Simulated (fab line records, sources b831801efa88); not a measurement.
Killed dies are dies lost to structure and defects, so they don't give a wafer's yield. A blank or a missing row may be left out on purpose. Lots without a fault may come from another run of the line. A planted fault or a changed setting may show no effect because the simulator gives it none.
Split-lot experiment | flow gf180mcu | 5 lots, 23 wafers read, on a route of 602 steps

THE SPLIT
At GF_M4_SPUTTER_00 (material Ti, target thk 37.5 nm, time 150 s), the setting power_w was moved away from the recipe's 4000 W on 10 of the 23 wafers read, by +6.1% to +9.3%. The other wafers ran this setting at the recipe's value.

The reading is taken at the split's own step.

THE READING
Ti_of_M4_SPUTTER_00.thk_nm (the simulator's own value, which no gauge read), in nm, at GF_M4_SPUTTER_00 (material Ti, target thk 37.5 nm, time 150 s). The file gives no usual value for it. The 13 wafers here that ran the recipe average 37.64 nm, standard deviation 0.38 nm.

wafer  | tool, chamber at the split | power_w as run, W | against the recipe | Ti_of_M4_SPUTTER_00.thk_nm, nm | against lot-mates on the recipe
L074.1 | pvd_sputter-04, -          | 4000              | recipe             | 38.14                          | -
L074.2 | pvd_sputter-04, -          | 4000              | recipe             | 38.28                          | -
L074.4 | pvd_sputter-04, -          | 4351              | +8.8%              | 41.75                          | +3.54
L074.5 | pvd_sputter-04, -          | 4351              | +8.8%              | 42.04                          | +3.83
L074.6 | pvd_sputter-04, -          | 4351              | +8.8%              | 41.45                          | +3.24
L075.1 | pvd_sputter-01, -          | 4000              | recipe             | 37.83                          | -
L075.5 | pvd_sputter-01, -          | 4000              | recipe             | 37.42                          | -
L075.6 | pvd_sputter-01, -          | 4000              | recipe             | 37.35                          | -
L078.1 | pvd_sputter-02, -          | 4371              | +9.3%              | 40.91                          | +3.72
L078.3 | pvd_sputter-02, -          | 4000              | recipe             | 37                             | -
L078.4 | pvd_sputter-02, -          | 4000              | recipe             | 37.46                          | -
L078.5 | pvd_sputter-02, -          | 4371              | +9.3%              | 40.78                          | +3.59
L078.6 | pvd_sputter-02, -          | 4000              | recipe             | 37.1                           | -
L079.1 | pvd_sputter-01, -          | 4244              | +6.1%              | 39.33                          | +1.73
L079.3 | pvd_sputter-01, -          | 4000              | recipe             | 37.38                          | -
L079.4 | pvd_sputter-01, -          | 4000              | recipe             | 37.73                          | -
L079.5 | pvd_sputter-01, -          | 4000              | recipe             | 37.69                          | -
L079.6 | pvd_sputter-01, -          | 4244              | +6.1%              | 39.76                          | +2.16
L085.1 | pvd_sputter-02, -          | 4293              | +7.3%              | 40.33                          | +2.38
L085.3 | pvd_sputter-02, -          | 4293              | +7.3%              | 40.65                          | +2.70
L085.4 | pvd_sputter-02, -          | 4000              | recipe             | 38.09                          | -
L085.5 | pvd_sputter-02, -          | 4293              | +7.3%              | 40.59                          | +2.64
L085.6 | pvd_sputter-02, -          | 4000              | recipe             | 37.82                          | -

THE FIT
A straight line over all 23 wafers: Ti_of_M4_SPUTTER_00.thk_nm changes by +0.401 nm for each +1% of power_w; r = +0.97; the points scatter about the line by 0.46 nm.
The same after taking each lot's own level away (the mean of its wafers on the recipe; 23 wafers): +0.381 nm for each +1%; r = +0.99; scatter 0.25 nm.
On that fit, the largest move of power_w shifts the reading by 3.5 nm.
The lots' own levels span 37.187 to 38.210 nm, that is 2.7 times the standard deviation above.
So the lot-to-lot level changes the slope little: the two slopes agree.
Check: with one of the wafers moved furthest among these (+9.3%) left out of the fit, the line predicts +3.47 nm for it against its lot-mates. It came out at +3.72 nm against them.

OTHER SPLITS ON THESE WAFERS
These wafers also went through other splits before the reading. Each is held against what the fit with the lots' levels taken away leaves over:
other split on the same wafers  | wafers away from the commonest value | r with Ti_of_M4_SPUTTER_00.thk_nm (lot level and that fit taken away)
GF_CONTACT_SPUTTER_22 time_s    | 8                                    | -0.22
GF_M1_PEB_12 peb_temp_c         | 6                                    | +0.21
GF_V1_CVD_02 time_s             | 10                                   | -0.04
GF_V1_CMP_04 leave_above_ref_nm | 8                                    | -0.43
GF_V1_ETCH_16 ion_energy_ev     | 7                                    | +0.23
GF_M2_SPUTTER_02 power_w        | 5                                    | +0.28
GF_M2_COAT_09 resist_thk_nm     | 7                                    | -0.20
GF_M3_SPUTTER_03 time_s         | 9                                    | -0.38

THE FILE'S OWN FIT
Ti_of_M4_SPUTTER_00.thk_nm changes by +0.376 nm for each +1% of power_w, r = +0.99.
